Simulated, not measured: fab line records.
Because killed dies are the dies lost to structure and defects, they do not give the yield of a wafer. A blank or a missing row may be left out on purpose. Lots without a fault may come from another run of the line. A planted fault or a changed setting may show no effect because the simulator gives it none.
fab line records	flow sfq-line
record lots=7	wafers=20	last-day=92
route steps=325 shown I4@176 JJ@178 M5@198 A5B@209 R5@212 M8@325
lots untouched by any fault: they come from a run of this same line in which no faults occurred
start-h: hours from the record's opening day to when the first of the lot's shown wafers began	wait-h: hours since the lot's step before	" same as the row above	L1.1+2: one row covering several wafers at once	- no value, or no start given	* or withheld: withheld	< > ~ a bound
route shown NAME@n: names a module that has steps shown in the file, with the first one's number in the route	usual: mean/standard deviation of fault-free wafers	same: alike in all rows	chamber/n: place in a boat	sites: per-site readings	_std_site: standard deviation across them	_edge_site: outer sites' mean less inner sites'	radius-mm: how far each site lies from the wafer's centre	mask NAME#n: copy n	behind: the last tool/chamber to shape the wafer	hold: why the lot was held/for how many hours/how that ended	device: which transistor (n, p or np) failed to switch	end of line: the same wafers' tests at the end of the route	a step given without rows: its recipe and nothing more	killed: not the wafer's yield, but the dies lost to structure and defects at the first sort	map: shows each die of a wafer: x if killed, . if not, _ if none is there
set.NAME: the setting that was run; set.NAME@STEP: the one run at that earlier step	model.NAME: the simulator's own value behind a step, which no gauge read
a table for each step, a row for each wafer; lots at some steps of the route
services: a tool's chamber out of use, with start hour (start-h, from the record's first day; less than 0 if before it), hours out, and reason
## steps
# step SFQ_TRILAYER_I4_VIA_STRIP_STRIP_107
# recipe gas=O2	power-w=200	platen-temp-c=40	overash-fraction=0.65	chemistry=O2	pressure-mtorr=50
# step SFQ_TRILAYER_I4_VIA_STRIP_SOLV_CLEAN_108
# recipe chemistry=NMP	temp-c=70	time-s=600
# step SFQ_TRILAYER_JJ_TRILAYER_DEP_PRE_CLEAN_113
# recipe gas=Ar	time-s=22.5	bias-v=250
# step SFQ_TRILAYER_JJ_TRILAYER_DEP_SPUTTER_109
# recipe material=Nb	base-pressure-pa=1.33e-06	chamber-pressure-pa=0.1333	substrate-temp-c=20	target-thk-nm=150	power-w=2000	time-s=100
# usual substrate-temp-c=20.01/0.11	throttle-valve-pct=29.8/0.73
lot.wafer	tool	chamber	start-h	wait-h	substrate-temp-c	throttle-valve-pct
L829.1	pvd-sputter-04	-	1307.72	0.0	19.85	30.6
L829.2	"	-	"	"	19.94	30.7
L829.5	"	-	"	"	19.86	30.7
L830.3	pvd-sputter-05	-	1311.32	0.0	20.11	29.5
L830.4	"	-	"	"	20.02	28.4
L830.6	"	-	"	"	20.00	28.4
L831.3	pvd-sputter-04	-	1334.12	0.0	19.81	30.6
L831.4	"	-	"	"	20.02	31.4
L831.5	"	-	"	"	19.91	30.5
L832.4	pvd-sputter-05	-	1336.52	0.0	20.01	29.3
L832.6	"	-	"	"	20.17	29.7
L843.2	pvd-sputter-03	-	1495.71	0.0	20.21	30.0
L843.4	"	-	"	"	20.14	29.4
L843.5	"	-	"	"	19.98	29.7
L844.2	pvd-sputter-03	-	1500.49	0.0	19.98	29.7
L844.4	"	-	"	"	20.16	29.3
L844.6	"	-	"	"	19.98	30.7
L847.1	pvd-sputter-05	-	1510.09	0.0	19.93	28.5
L847.5	"	-	"	"	19.88	28.7
L847.6	"	-	"	"	19.96	29.8
# step SFQ_TRILAYER_JJ_TRILAYER_DEP_SPUTTER_110
# recipe material=Al	base-pressure-pa=1.33e-06	target-thk-nm=8	power-w=500	time-s=10	chamber-pressure-pa=0.4
# step SFQ_TRILAYER_JJ_TRILAYER_DEP_AL_OXIDATION_111
# recipe pressure-mbar=0.014667	oxidation-time-s=600	temperature-k=293
# step SFQ_TRILAYER_JJ_TRILAYER_DEP_SPUTTER_112
# recipe material=Nb	base-pressure-pa=1.33e-06	chamber-pressure-pa=0.1333	substrate-temp-c=20	target-thk-nm=170	power-w=2000	time-s=113.3
# step SFQ_JJ_RS_MEAS_929
# recipe thk-meas-gauge=four-point-probe	reads=Nb_of_TRILAYER_JJ_TRILAYER_DEP_SPUTTER_112
# usual JJ_NB_RS=1.052/0.011
lot.wafer	tool	chamber	start-h	wait-h	JJ_NB_RS[ohm/sq]
L829.1	film-metro-04	-	1308.90	0.0	1.058
L829.2	"	-	"	"	1.056
L829.5	"	-	"	"	1.063
L830.3	film-metro-01	-	1312.54	0.1	1.066
L830.4	"	-	"	"	1.064
L830.6	"	-	"	"	1.065
L831.3	film-metro-04	-	1335.34	0.1	1.046
L831.4	"	-	"	"	1.042
L831.5	"	-	"	"	1.042
L832.4	film-metro-01	-	1337.76	0.1	1.050
L832.6	"	-	"	"	1.047
L843.2	film-metro-01	-	1496.90	0.1	1.040
L843.4	"	-	"	"	1.038
L843.5	"	-	"	"	1.042
L844.2	film-metro-04	-	1501.68	0.1	1.055
L844.4	"	-	"	"	1.053
L844.6	"	-	"	"	1.077
L847.1	film-metro-01	-	1511.26	0.0	1.062
L847.5	"	-	"	"	1.054
L847.6	"	-	"	"	1.045
# step SFQ_TRILAYER_JJ_CE_LITHO_COAT_119
# recipe resist=BARC	spin-rpm=3000	resist-thk-nm=62
# step SFQ_TRILAYER_JJ_CE_LITHO_COAT_114
# recipe resist=KrF	spin-rpm=3000	resist-thk-nm=600
# step SFQ_TRILAYER_JJ_CE_LITHO_SOFTBAKE_118
# recipe temp-c=withheld	time-s=withheld	resist=KrF
# step SFQ_TRILAYER_JJ_CE_LITHO_EXPOSE_115
# recipe mask-id=J5	na=0.6	source-shape=conventional	sigma-outer=0.65	target-cd-nm=700	dose-mj=14.4
# usual focus-offset-nm=0.1/0.63
lot.wafer	tool	chamber	start-h	wait-h	mask	focus-offset-nm
L829.1	krf-scanner-02	0	1432.40	-	J5#0	-0.3
L829.2	"	0	"	"	J5#0	-0.7
L829.5	"	0	"	"	J5#0	-0.1
L830.3	krf-scanner-02	0	1436.40	-	J5#0	0.6
L830.4	"	0	"	"	J5#0	0.9
L830.6	"	0	"	"	J5#0	-0.3
L831.3	krf-scanner-02	0	1450.70	-	J5#0	0.4
L831.4	"	0	"	"	J5#0	0.0
L831.5	"	0	"	"	J5#0	-0.7
L832.4	krf-scanner-02	0	1452.10	-	J5#0	0.4
L832.6	"	0	"	"	J5#0	1.2
L843.2	krf-scanner-01	0	1506.60	-	J5#0	0.7
L843.4	"	0	"	"	J5#0	-0.8
L843.5	"	0	"	"	J5#0	0.1
L844.2	krf-scanner-01	0	1516.73	-	J5#0	0.8
L844.4	"	0	"	"	J5#0	1.1
L844.6	"	0	"	"	J5#0	0.4
L847.1	krf-scanner-01	0	1620.18	-	J5#0	1.0
L847.5	"	0	"	"	J5#0	0.9
L847.6	"	0	"	"	J5#0	0.7
# step SFQ_TRILAYER_JJ_CE_LITHO_PEB_117
# recipe peb-temp-c=115	peb-time-s=60	resist=KrF
# step SFQ_TRILAYER_JJ_CE_LITHO_DEVELOP_116
# recipe time-s=60	resist=KrF
# step SFQ_JJ_OVL_MEAS_931
# usual J5_OVL=0/5.2
lot.wafer	tool	chamber	start-h	wait-h	J5_OVL[nm]
L829.1	overlay-01	-	1433.90	0.1	-7
L829.2	"	-	"	"	-5
L829.5	"	-	"	"	-8
L830.3	overlay-01	-	1437.51	0.1	9
L830.4	"	-	"	"	1
L830.6	"	-	"	"	5
L831.3	overlay-01	-	1451.81	0.1	-13
L831.4	"	-	"	"	0
L831.5	"	-	"	"	-4
L832.4	overlay-01	-	1453.02	0.1	2
L832.6	"	-	"	"	-7
L843.2	overlay-02	-	1507.90	0.1	3
L843.4	"	-	"	"	4
L843.5	"	-	"	"	6
L844.2	overlay-02	-	1518.04	0.1	5
L844.4	"	-	"	"	0
L844.6	"	-	"	"	-2
L847.1	overlay-02	-	1621.68	0.1	-6
L847.5	"	-	"	"	-3
L847.6	"	-	"	"	2
# step SFQ_TRILAYER_JJ_CE_METRO_MEASURE_117
# usual cd-nm=700.2/1.1
lot.wafer	tool	chamber	start-h	wait-h	cd-nm
L829.1	cd-sem-02	-	1433.94	0.0	700.9
L829.2	"	-	"	"	700.0
L829.5	"	-	"	"	699.9
L830.3	cd-sem-01	-	1437.94	0.4	694.7
L830.4	"	-	"	"	698.5
L830.6	"	-	"	"	693.6
L831.3	cd-sem-02	-	1452.24	0.4	695.4
L831.4	"	-	"	"	700.1
L831.5	"	-	"	"	698.9
L832.4	cd-sem-01	-	1453.64	0.6	701.7
L832.6	"	-	"	"	696.2
L843.2	cd-sem-02	-	1508.13	0.2	700.4
L843.4	"	-	"	"	699.3
L843.5	"	-	"	"	701.1
L844.2	cd-sem-01	-	1518.27	0.2	698.2
L844.4	"	-	"	"	698.4
L844.6	"	-	"	"	697.4
L847.1	cd-sem-02	-	1621.72	0.0	700.6
L847.5	"	-	"	"	699.1
L847.6	"	-	"	"	700.7
# step SFQ_TRILAYER_JJ_CE_BARC_OPEN_RIE_150
# recipe mask-material=PR	chemistry=O2	target-depth-nm=240	target=BARC	icp-w=600	bias-w=80	pressure-mtorr=10	time-s=80
# usual chamber-pressure-mTorr=10.000/0.012	drypump-motor-current-A=6.0/0.44	he-backside-leak-sccm=3.6/0.33	oes-product-au=0.538/0.0046
lot.wafer	tool	chamber	start-h	wait-h	chamber-pressure-mTorr	drypump-motor-current-A	he-backside-leak-sccm	oes-product-au	rf-hours-counter-h	model.JJ.cd-nm
L829.1	rie-metal-03	1	1435.14	1.0	9.987	5.7	3.5	0.538	55	698.5
L829.2	"	0	"	"	10.008	6.6	3.4	0.541	60	696
L829.5	"	1	"	"	9.999	5.7	3.5	0.540	-	697.8
L830.3	rie-metal-02	0	1438.80	0.7	10.009	6.2	3.7	0.545	-	694.8
L830.4	"	0	"	"	9.993	6.2	3.4	0.542	-	699.1
L830.6	"	0	"	"	10.003	6.2	3.5	0.534	-	693.2
L831.3	rie-metal-04	1	1453.07	0.6	9.987	5.1	3.6	0.545	-	696.6
L831.4	"	0	"	"	9.988	6.4	3.5	0.538	-	701.1
L831.5	"	0	"	"	9.998	6.4	3.5	0.536	-	700.5
L832.4	rie-metal-03	1	1454.27	0.4	10.011	5.7	3.3	0.540	-	697.5
L832.6	"	0	"	"	9.981	6.6	3.5	0.546	-	692.7
L843.2	rie-metal-02	0	1509.13	0.8	10.005	6.3	3.6	0.536	97	700.7
L843.4	"	1	"	"	9.987	5.9	3.3	0.536	-	701.1
L843.5	"	0	"	"	9.999	6.3	3.5	0.537	-	701.4
L844.2	rie-metal-04	1	1519.27	0.8	10.002	5.1	4.0	0.540	71	698.9
L844.4	"	1	"	"	9.988	5.2	3.9	0.548	-	698.7
L844.6	"	0	"	"	9.994	6.4	3.4	0.544	-	698.2
L847.1	rie-metal-02	1	1622.92	1.0	10.000	5.9	3.5	0.532	62	701.2
L847.5	"	1	"	"	10.000	5.9	3.3	0.534	-	700.5
L847.6	"	0	"	"	10.007	6.3	3.7	0.534	-	699.5
# step SFQ_TRILAYER_JJ_CE_ETCH_RIE_118
# recipe target=Nb	stop-on=Al2O3	mask-material=PR	taper-deg=13.257	over-etch-frac=0.15	time-s=97.7	chemistry=SF6	target-depth-nm=170	icp-w=600	bias-w=80	pressure-mtorr=10
# usual chamber-pressure-mTorr=9.998/0.0091	drypump-motor-current-A=6.0/0.43	he-backside-leak-sccm=3.53/0.18	oes-product-au=0.989/0.0082
lot.wafer	tool	chamber	start-h	wait-h	chamber-pressure-mTorr	drypump-motor-current-A	he-backside-leak-sccm	oes-product-au	rf-hours-counter-h	model.JJ.cd-nm
L829.1	rie-metal-03	1	1435.23	0.1	9.995	5.7	3.40	0.984	55	698.5
L829.2	"	0	"	"	9.980	6.6	3.46	0.971	60	697.1
L829.5	"	1	"	"	10.006	5.7	3.40	0.988	-	697.8
L830.3	rie-metal-02	0	1438.99	0.2	10.007	6.2	3.61	0.988	-	694.3
L830.4	"	0	"	"	10.010	6.3	3.73	0.977	-	699.3
L830.6	"	0	"	"	9.991	6.3	3.70	0.990	-	693.8
L831.3	rie-metal-04	1	1453.16	0.1	9.990	5.2	3.81	0.990	-	695.9
L831.4	"	0	"	"	9.985	6.4	3.35	0.993	-	700.6
L831.5	"	0	"	"	10.003	6.4	3.35	0.989	-	699.7
L832.4	rie-metal-03	1	1454.36	0.1	9.989	5.8	3.53	0.992	-	698
L832.6	"	0	"	"	10.004	6.6	3.68	0.980	-	693.8
L843.2	rie-metal-02	0	1509.22	0.1	9.995	6.2	3.61	1.007	97	700.1
L843.4	"	1	"	"	10.013	5.9	3.51	1.000	-	700.9
L843.5	"	0	"	"	10.007	6.2	3.67	0.991	-	700.7
L844.2	rie-metal-04	1	1519.36	0.1	9.996	5.2	3.63	0.983	71	698.3
L844.4	"	1	"	"	9.988	5.2	3.74	0.993	-	698.2
L844.6	"	0	"	"	9.996	6.4	3.47	0.977	-	698.7
L847.1	rie-metal-02	1	1623.01	0.1	9.988	5.9	3.48	0.980	62	701.5
L847.5	"	1	"	"	9.972	5.9	3.38	0.995	-	701.3
L847.6	"	0	"	"	9.983	6.2	3.84	0.991	-	698.8
# step SFQ_TRILAYER_JJ_ANODIZE_ANODIZE_119
# recipe current-density-ma-cm2=withheld	end-current-density-ma-cm2=withheld	bath-temp-c=withheld
# step SFQ_TRILAYER_JJ_CE_STRIP_STRIP_120
# recipe gas=O2	power-w=200	platen-temp-c=40	overash-fraction=0.65	chemistry=O2	pressure-mtorr=50
# step SFQ_TRILAYER_JJ_CE_STRIP_SOLV_CLEAN_121
# recipe chemistry=NMP	temp-c=70	time-s=600
# step SFQ_TRILAYER_M5_LITHO_COAT_128
# recipe resist=BARC	spin-rpm=3000	resist-thk-nm=62
# step SFQ_TRILAYER_M5_LITHO_COAT_123
# recipe resist=KrF	spin-rpm=3000	resist-thk-nm=600
# step SFQ_TRILAYER_M5_LITHO_SOFTBAKE_127
# recipe temp-c=withheld	time-s=withheld	resist=KrF
# step SFQ_TRILAYER_M5_LITHO_EXPOSE_124
# recipe mask-id=M5	na=0.6	source-shape=conventional	sigma-outer=0.65	target-cd-nm=700	dose-mj=14.4
# step SFQ_TRILAYER_M5_LITHO_PEB_126
# recipe peb-temp-c=115	peb-time-s=60	resist=KrF
# step SFQ_TRILAYER_M5_LITHO_DEVELOP_125
# recipe time-s=60	resist=KrF
# step SFQ_M5_OVL_MEAS_932
# usual M5_OVL=0/5
lot.wafer	tool	chamber	start-h	wait-h	M5_OVL[nm]
L829.1	overlay-01	-	1547.70	0.1	5
L829.2	"	-	"	"	-3
L829.5	"	-	"	"	12
L830.3	overlay-01	-	1550.12	0.1	-5
L830.4	"	-	"	"	0
L830.6	"	-	"	"	1
L831.3	overlay-02	-	1566.92	0.1	4
L831.4	"	-	"	"	2
L831.5	"	-	"	"	5
L832.4	overlay-02	-	1568.12	0.1	-9
L832.6	"	-	"	"	-3
L843.2	overlay-02	-	1618.73	0.1	5
L843.4	"	-	"	"	7
L843.5	"	-	"	"	6
L844.2	overlay-02	-	1636.76	0.1	-6
L844.4	"	-	"	"	-6
L844.6	"	-	"	"	-2
L847.1	overlay-02	-	1734.15	0.1	11
L847.5	"	-	"	"	5
L847.6	"	-	"	"	7
# step SFQ_TRILAYER_M5_BARC_OPEN_METAL_ETCH_161
# recipe mask-material=PR	chemistry=O2	target-depth-nm=125	target=BARC	icp-w=600	bias-w=80	pressure-mtorr=10	time-s=41.7
# step SFQ_TRILAYER_M5_ETCH_METAL_ETCH_126
# recipe target=Nb	stop-on=SiO2	mask-material=PR	over-etch-frac=0.15	time-s=203.2	chemistry=Cl2/BCl3	target-depth-nm=265	icp-w=600	bias-w=80	pressure-mtorr=10
# usual chamber-pressure-mTorr=9.999/0.0092	drypump-motor-current-A=6.0/0.49	he-backside-leak-sccm=3.6/0.51	oes-product-au=0.729/0.0058
lot.wafer	tool	chamber	start-h	wait-h	chamber-pressure-mTorr	drypump-motor-current-A	he-backside-leak-sccm	oes-product-au	rf-hours-counter-h
L829.1	rie-metal-03	0	1547.80	0.0	9.996	6.6	3.5	0.731	78
L829.2	"	1	"	"	10.000	5.7	3.5	0.731	73
L829.5	"	1	"	"	10.002	5.7	3.4	0.724	-
L830.3	rie-metal-04	0	1550.26	0.1	9.991	6.4	3.4	0.725	-
L830.4	"	1	"	"	9.992	5.2	3.7	0.724	-
L830.6	"	0	"	"	10.016	6.4	3.4	0.730	-
L831.3	rie-metal-01	1	1567.06	0.1	9.999	6.1	3.4	0.730	-
L831.4	"	0	"	"	10.007	6.0	3.6	0.730	-
L831.5	"	1	"	"	9.989	6.1	3.2	0.736	-
L832.4	rie-metal-03	0	1568.45	0.2	9.994	6.6	3.6	0.730	-
L832.6	"	0	"	"	10.025	6.6	3.7	0.729	-
L843.2	rie-metal-01	0	1618.82	0.0	10.008	5.9	3.6	0.730	56
L843.4	"	0	"	"	10.002	5.9	3.5	0.730	-
L843.5	"	0	"	"	10.002	5.9	3.5	0.741	-
L844.2	rie-metal-04	1	1636.85	0.0	10.003	5.1	3.9	0.722	88
L844.4	"	0	"	"	9.998	6.4	3.3	0.729	-
L844.6	"	0	"	"	10.007	6.4	3.2	0.733	-
L847.1	rie-metal-01	1	1734.25	0.0	10.004	6.1	3.6	0.732	32
L847.5	"	1	"	"	10.004	6.1	3.5	0.723	-
L847.6	"	0	"	"	9.987	5.9	3.6	0.733	-
# step SFQ_TRILAYER_M5_STRIP_STRIP_127
# recipe gas=O2	power-w=200	platen-temp-c=40	overash-fraction=0.65	chemistry=O2	pressure-mtorr=50
# step SFQ_TRILAYER_M5_STRIP_SOLV_CLEAN_128
# recipe chemistry=NMP	temp-c=70	time-s=600
# step SFQ_TRILAYER_A5B_DEP_PECVD_129
# recipe material=SiO2	temp-c=150	time-s=133.33	pressure-torr=2.4	rf-w=183.3	precursor=SiH4/N2O	target-thk-nm=600
# step SFQ_TRILAYER_A5B_CMP_CMP_130
# recipe stop-on=Nb	down-force-psi=3	platen-rpm=60	target-thk-nm=340.7
# step SFQ_TRILAYER_A5B_METRO_MEASURE_131
# usual thk-nm=340/5.8
lot.wafer	tool	chamber	start-h	wait-h	thk-nm
L829.1	film-metro-01	-	1552.95	2.0	341
L829.2	"	-	"	"	334
L829.5	"	-	"	"	340
L830.3	film-metro-01	-	1556.35	2.4	341
L830.4	"	-	"	"	338
L830.6	"	-	"	"	341
L831.3	film-metro-01	-	1573.96	1.9	341
L831.4	"	-	"	"	328
L831.5	"	-	"	"	330
L832.4	film-metro-02	-	1575.18	1.6	343
L832.6	"	-	"	"	342
L843.2	film-metro-02	-	1626.78	2.2	347
L843.4	"	-	"	"	338
L843.5	"	-	"	"	339
L844.2	film-metro-02	-	1641.62	1.7	343
L844.4	"	-	"	"	338
L844.6	"	-	"	"	328
L847.1	film-metro-01	-	1743.17	1.0	339
L847.5	"	-	"	"	339
L847.6	"	-	"	"	331
# step SFQ_TRILAYER_R5_DEP_SPUTTER_132
# recipe material=Ti	base-pressure-pa=1.33e-06	target-thk-nm=5	power-w=2000	time-s=5	chamber-pressure-pa=0.4
# usual throttle-valve-pct=29.6/0.57
lot.wafer	tool	chamber	start-h	wait-h	throttle-valve-pct
L829.1	pvd-sputter-05	-	1554.15	1.0	29.5
L829.2	"	-	"	"	28.7
L829.5	"	-	"	"	30.0
L830.3	pvd-sputter-03	-	1557.15	0.6	30.8
L830.4	"	-	"	"	29.6
L830.6	"	-	"	"	29.7
L831.3	pvd-sputter-05	-	1574.76	0.6	30.4
L831.4	"	-	"	"	29.4
L831.5	"	-	"	"	29.9
L832.4	pvd-sputter-03	-	1575.78	0.4	29.6
L832.6	"	-	"	"	30.4
L843.2	pvd-sputter-03	-	1627.78	0.8	30.8
L843.4	"	-	"	"	29.7
L843.5	"	-	"	"	29.8
L844.2	pvd-sputter-06	-	1642.62	0.8	29.9
L844.4	"	-	"	"	29.6
L844.6	"	-	"	"	29.3
L847.1	pvd-sputter-05	-	1744.37	1.0	30.2
L847.5	"	-	"	"	29.8
L847.6	"	-	"	"	28.8
# step SFQ_TRILAYER_R5_DEP_SPUTTER_133
# recipe material=MoNx	base-pressure-pa=1.33e-06	target-thk-nm=40	power-w=1000	time-s=66.7	chamber-pressure-pa=0.4
# step SFQ_TRILAYER_R5_DEP_SPUTTER_134
# recipe material=Ti	base-pressure-pa=1.33e-06	target-thk-nm=5	power-w=2000	time-s=5	chamber-pressure-pa=0.4
# usual throttle-valve-pct=29.6/0.57
lot.wafer	tool	chamber	start-h	wait-h	throttle-valve-pct
L829.1	pvd-sputter-05	-	1554.22	0.0	29.2
L829.2	"	-	"	"	28.7
L829.5	"	-	"	"	30.2
L830.3	pvd-sputter-03	-	1557.22	0.0	30.7
L830.4	"	-	"	"	29.7
L830.6	"	-	"	"	29.8
L831.3	pvd-sputter-05	-	1574.84	0.0	30.3
L831.4	"	-	"	"	29.4
L831.5	"	-	"	"	29.6
L832.4	pvd-sputter-03	-	1575.85	0.0	29.7
L832.6	"	-	"	"	30.7
L843.2	pvd-sputter-03	-	1627.85	0.0	30.3
L843.4	"	-	"	"	30.0
L843.5	"	-	"	"	29.8
L844.2	pvd-sputter-06	-	1642.70	0.0	30.1
L844.4	"	-	"	"	29.6
L844.6	"	-	"	"	29.5
L847.1	pvd-sputter-05	-	1744.44	0.0	30.3
L847.5	"	-	"	"	29.5
L847.6	"	-	"	"	28.8
# step SFQ_R5_RS_MEAS_933
# recipe thk-meas-gauge=four-point-probe	reads=Ti_of_TRILAYER_R5_DEP_SPUTTER_134+MoNx_of_TRILAYER_R5_DEP_SPUTTER_133+Ti_of_TRILAYER_R5_DEP_SPUTTER_132
# usual R5_MONX_RS=7.05/0.083
lot.wafer	tool	chamber	start-h	wait-h	R5_MONX_RS[ohm/sq]
L829.1	film-metro-02	-	1554.24	0.0	7.07
L829.2	"	-	"	"	7.13
L829.5	"	-	"	"	7.05
L830.3	film-metro-02	-	1557.28	0.0	7.00
L830.4	"	-	"	"	7.06
L830.6	"	-	"	"	7.05
L831.3	film-metro-01	-	1574.89	0.0	6.92
L831.4	"	-	"	"	6.91
L831.5	"	-	"	"	7.00
L832.4	film-metro-01	-	1575.93	0.1	7.11
L832.6	"	-	"	"	7.13
L843.2	film-metro-01	-	1627.89	0.0	7.18
L843.4	"	-	"	"	7.06
L843.5	"	-	"	"	7.14
L844.2	film-metro-03	-	1642.74	0.0	6.92
L844.4	"	-	"	"	7.02
L844.6	"	-	"	"	6.91
L847.1	film-metro-02	-	1744.46	0.0	7.07
L847.5	"	-	"	"	7.19
L847.6	"	-	"	"	7.06
# step SFQ_R5_THK_MEAS_934
# recipe thk-meas-gauge=xrf	reads=MoNx_of_TRILAYER_R5_DEP_SPUTTER_133
# usual R5_MONX_THK=39.7/0.5
lot.wafer	tool	chamber	start-h	wait-h	R5_MONX_THK[nm]
L829.1	film-metro-02	-	1554.36	0.1	39.4
L829.2	"	-	"	"	39.3
L829.5	"	-	"	"	39.6
L830.3	film-metro-02	-	1557.38	0.1	39.6
L830.4	"	-	"	"	39.4
L830.6	"	-	"	"	39.3
L831.3	film-metro-01	-	1574.99	0.1	40.6
L831.4	"	-	"	"	40.6
L831.5	"	-	"	"	40.4
L832.4	film-metro-01	-	1576.02	0.1	39.3
L832.6	"	-	"	"	39.3
L843.2	film-metro-01	-	1628.00	0.1	39.1
L843.4	"	-	"	"	39.6
L843.5	"	-	"	"	39.3
L844.2	film-metro-03	-	1642.85	0.1	40.5
L844.4	"	-	"	"	39.8
L844.6	"	-	"	"	40.5
L847.1	film-metro-02	-	1744.58	0.1	39.5
L847.5	"	-	"	"	39.0
L847.6	"	-	"	"	39.7
# step SFQ_TRILAYER_R5_LITHO_COAT_141
# recipe resist=BARC	spin-rpm=3000	resist-thk-nm=62
# step SFQ_M8_BOW_MEAS_951
# recipe mode=bow
# usual M8_BOW=8/13
lot.wafer	tool	chamber	start-h	wait-h	M8_BOW[um]	model.etest.jj.g-times
L829.1	film-metro-04	-	1909.70	0.0	-7	0.9947
L829.2	"	-	"	"	6	0.9906
L829.5	"	-	"	"	-5	0.9927
L830.3	film-metro-03	-	1910.95	0.0	22	0.9828
L830.4	"	-	"	"	-3	0.9968
L830.6	"	-	"	"	4	0.9814
L831.3	film-metro-04	-	1915.74	0.0	-2	0.9873
L831.4	"	-	"	"	-3	1
L831.5	"	-	"	"	7	0.998
L832.4	film-metro-03	-	1921.76	0.1	11	0.9931
L832.6	"	-	"	"	26	0.9814
L843.2	film-metro-02	-	2122.24	0.0	6	0.9992
L843.4	"	-	"	"	15	1.002
L843.5	"	-	"	"	7	1.001
L844.2	film-metro-02	-	2123.44	0.0	49	0.9942
L844.4	"	-	"	"	50	0.9938
L844.6	"	-	"	"	44	0.9953
L847.1	film-metro-02	-	2205.34	0.0	-10	1.003
L847.5	"	-	"	"	6	1.002
L847.6	"	-	"	"	1	0.9953
## services
tool	chamber	start-h	hours	kind
pvd-sputter-03	-	1284.03	3.6	repair
cd-sem-02	-	1286.17	0.4	pm
film-metro-01	-	1310.81	0.4	pm
cd-sem-02	-	1331.00	1.3	pm
rie-metal-03	-	1336.54	19.0	repair
pvd-sputter-05	-	1361.73	1.2	repair
rie-metal-03	0	1364.10	6.9	repair
pvd-sputter-05	-	1366.05	3.1	repair
rie-metal-02	1	1395.96	56.0	repair
cd-sem-02	-	1396.73	0.4	pm
film-metro-01	-	1408.32	0.5	pm
rie-metal-04	-	1414.73	2.6	repair
cd-sem-02	-	1418.15	0.1	pm
rie-metal-04	-	1427.80	0.6	repair
cd-sem-02	-	1440.01	2.7	pm
rie-metal-02	0	1534.17	10.0	repair
rie-metal-04	-	1548.16	1.5	repair
rie-metal-03	0	1555.83	1.6	repair
rie-metal-03	1	1555.89	18.7	repair
rie-metal-02	1	1559.61	5.3	repair
rie-metal-02	-	1561.31	1.4	pm
pvd-sputter-03	-	1565.18	1.0	repair
pvd-sputter-03	-	1670.05	4.5	repair
rie-metal-02	-	1678.56	2.8	pm
## key
first-sign step=SFQ_TRILAYER_JJ_CE_METRO_MEASURE_117	reading=cd-nm	direction=down	sigmas=4.8	usual=700.2	struck=695.0
effect none on later readings
model-effect step=SFQ_TRILAYER_JJ_CE_BARC_OPEN_RIE_150	value=JJ.cd-nm	without=699.4	struck=694.3
model-effect step=SFQ_TRILAYER_JJ_CE_ETCH_RIE_118	value=JJ.cd-nm	without=699.6	struck=694.5
model-effect step=SFQ_M8_BOW_MEAS_951	value=etest.jj.g-times	without=0.9977	struck=0.9832
met-at SFQ_TRILAYER_JJ_CE_LITHO_EXPOSE_115
struck-wafers L830.3,L830.6,L831.3,L832.6
onset-between 1432.40 1436.40
fault kind=process-parameter-drift	tool=krf-scanner-02	chamber=-	onset-h=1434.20	steps=SFQ_TRILAYER_JJ_CE_LITHO_EXPOSE_115	channel=focus-nm	offset=210.13	shape=step	end-h=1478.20	scope=struck-wafers-only
